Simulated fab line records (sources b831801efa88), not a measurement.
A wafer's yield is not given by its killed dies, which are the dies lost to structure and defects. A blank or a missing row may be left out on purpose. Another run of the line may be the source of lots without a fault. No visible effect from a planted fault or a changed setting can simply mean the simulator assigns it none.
The tool behind it: which one? / flow sky130 / route of 708 steps, sampled at 1 step: 11 lots, 33 wafers

## WHAT THE GAUGES SHOWED, per wafer
SKY_METAL3_OVL_MEAS_14. Usual: METAL3_OVL 3 nm, standard deviation 6.2.
lot=L256; measured=day 38 12:33; on=overlay-01; METAL3_OVL (nm)=6 11 15; flag=
lot=L258; measured=day 39 11:16; on=overlay-01; METAL3_OVL (nm)=-4 9 3; flag=
lot=L260; measured=day 40 08:08; on=overlay-02; METAL3_OVL (nm)=1 2 -9; flag=
lot=L263; measured=day 40 21:19; on=overlay-01; METAL3_OVL (nm)=-2 1 5; flag=
lot=L267; measured=day 41 23:50; on=overlay-01; METAL3_OVL (nm)=3 1 1; flag=
lot=L268; measured=day 42 05:17; on=overlay-02; METAL3_OVL (nm)=11 4 6; flag=
lot=L269; measured=day 42 09:53; on=overlay-01; METAL3_OVL (nm)=12 4 6; flag=
lot=L274; measured=day 43 19:58; on=overlay-01; METAL3_OVL (nm)=-5 -7 -4; flag=
lot=L276; measured=day 44 04:26; on=overlay-01; METAL3_OVL (nm)=6 11 2; flag=
lot=L278; measured=day 45 06:04; on=overlay-01; METAL3_OVL (nm)=9 6 5; flag=
lot=L279; measured=day 45 06:37; on=overlay-01; METAL3_OVL (nm)=11 -2 2; flag=

## TOOL THAT RAN EACH LOT (tool first, then ch and the chambers of the sampled wafers, then the start)
There is no process step in the record ahead of these readings.

## WHAT THE TOOLS THEMSELVES READ (means of the sampled wafers that have a number; where no wafer has one, the mark that the record gives instead)
The record holds no such reading with a usual standard deviation.

## THE ANSWER, worked out from the rows above alone
Rule: take the mean of a lot's wafers that have a number; if it is more than 3 standard deviations from the usual mean, the lot is off. A lot without any number at a reading at which 4 lots or more have one is off too. The other lots that the step has rows for count as sound. First the gauges in route order, then the tools' own readings, where a lot's mean is used as printed above. The first step at which some lot is off is used, and at that step the reading that is off furthest; a lot without a number counts as furthest.
No lot is off on any of the readings shown, so nothing can be concluded from this.

## WHAT HAD BEEN PUT IN BY THE SIMULATOR
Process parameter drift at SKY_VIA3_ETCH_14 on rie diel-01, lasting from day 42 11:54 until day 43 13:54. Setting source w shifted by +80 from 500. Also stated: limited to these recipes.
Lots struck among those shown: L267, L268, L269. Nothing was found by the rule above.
